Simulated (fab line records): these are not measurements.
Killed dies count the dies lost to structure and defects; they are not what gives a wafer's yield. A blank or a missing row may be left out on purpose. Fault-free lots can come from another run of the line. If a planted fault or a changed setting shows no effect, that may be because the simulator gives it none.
Which tool was responsible? | flow sky130 | route of 708 steps, sampled at 1 step: 12 lots, 36 wafers

## WHAT EACH GAUGE READ, for each wafer
SKY_LI_CONTACT_CD_MEAS_12: target cd 170 nm.
lot  | measured     | on        | cd-nm (nm)
L075 | day 29 06:05 | cd-sem-01 | 171.5 171.3 171.0
L077 | day 30 12:30 | cd-sem-01 | 171.0 171.5 169.9
L079 | day 31 04:28 | cd-sem-02 | 168.7 168.0 166.4
L081 | day 32 04:59 | cd-sem-02 | 169.5 169.5 169.2
L083 | day 32 11:17 | cd-sem-01 | 168.6 168.9 168.3
L085 | day 33 07:14 | cd-sem-01 | 171.5 172.9 170.1
L087 | day 33 21:09 | cd-sem-01 | 169.9 171.5 171.8
L090 | day 34 16:54 | cd-sem-02 | 170.8 170.6 171.1
L091 | day 34 21:05 | cd-sem-02 | 169.5 171.0 170.1
L093 | day 35 12:19 | cd-sem-01 | 166.7 168.0 167.2
L094 | day 36 07:06 | cd-sem-01 | 168.9 168.9 169.5
L096 | day 36 14:26 | cd-sem-01 | 169.7 171.2 170.9

## EACH LOT AND THE TOOL THAT RAN IT (in order: tool; ch and the chambers of the sampled wafers; start)
The record shows no process step preceding these readings.

## THE ANSWER, worked out from the rows above alone
Rule: the lots themselves supply what counts as usual. The widest of any qualifying gaps counts: lots, ordered by their means at a reading, are off when they make up no more than a third of the lots, leave a main group of 4 or more, and stand apart from it by 3 or more times the standard deviation of that group's means. If all means in a main group match to the digits the tables above print for the reading, that group is not used. Also off: a lot with no number at a reading for which 4 or more lots have one. The other lots that the step has rows for count as sound.
Nothing can be told from this: no lot is off at any reading shown.

## WHAT HAD BEEN PUT IN BY THE SIMULATOR
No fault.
